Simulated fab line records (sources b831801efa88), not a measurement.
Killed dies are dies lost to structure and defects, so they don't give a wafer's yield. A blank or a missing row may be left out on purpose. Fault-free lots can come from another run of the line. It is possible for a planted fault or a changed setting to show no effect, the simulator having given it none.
One fault through the eyes of 2 desks ; flow gf180mcu ; numbers are kept per desk, each desk with only its own; the story behind them comes last

FOR THE TOOL OWNER'S DESK: pecvd-01
The tool's own readings at GF_V3_CVD_02 (deposits SiO2 from TEOS, target thk 850 nm, time 94.851 s): means of the sampled wafers that have a number, for each lot that ran on this tool. Any lot whose mean is over 4 standard deviations away from the usual mean is out of limits and marked OUT; that distance is given in the brackets.
Columns: A = heater_power_w at GF_V3_CVD_02, usual 635 W; B = run_length_s at GF_V3_CVD_02, usual 122.6 s
lot;first seen here;A;B
L159;day 21 15:49;685;122.7
L169;day 25 15:46;615;117.7 (-8.7) OUT
This desk finds L169 out of limits, L169 being first, at day 25 15:46 (run_length_s at GF_V3_CVD_02). Within limits: L159.

FROM THE METROLOGY DESK
Means of the sampled wafers that have a number, per lot and without regard to the tool the lot ran on: this is what the gauges read. Any lot whose mean is over 4 standard deviations away from the usual mean is out of limits and marked OUT; that distance is given in the brackets.
Columns: A = V2_W_THK at GF_V2_THK_MEAS_25, usual 360 nm; B = V3_CVD_02_THK at GF_V3_THK_MEAS_03, usual 852 nm
lot;first seen here;A;B
L158;day 20 10:43;356;856
L159;day 20 14:02;360;848
L161;day 21 09:11;357;858
L163;day 22 18:56;354;859
L169;day 24 17:00;368;797 (-4.6) OUT
L173;day 25 23:31;357;856
L174;day 26 10:59;356;855
L176;day 26 20:46;363;861
L178;day 27 04:30;360;855
L180;day 28 00:21;362;864
L181;day 28 03:31;360;856
This desk finds L169 out of limits, with the earliest case on L169 at day 25 15:50 (V3_CVD_02_THK at GF_V3_THK_MEAS_03). Within limits: L158, L159, L161, L163, L173, L174, L176, L178, L180, L181.

TAKEN TOGETHER
At day 25 15:46, on L169, the tool owner's desk was in a position to raise an alarm.
Metrology desk: alarm possible at day 25 15:50 on L169.
GF_V3_CVD_02 was run on pecvd-01 by each of the lots named.

WHAT THE SIMULATOR HAD INSERTED
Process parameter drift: pecvd-01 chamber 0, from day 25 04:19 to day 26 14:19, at GF_V3_CVD_02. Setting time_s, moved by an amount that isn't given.
Struck lots among those shown: L169.
Fault start to first reading out of limits, in hours, per desk: tool owner, 11; metrology, 12.
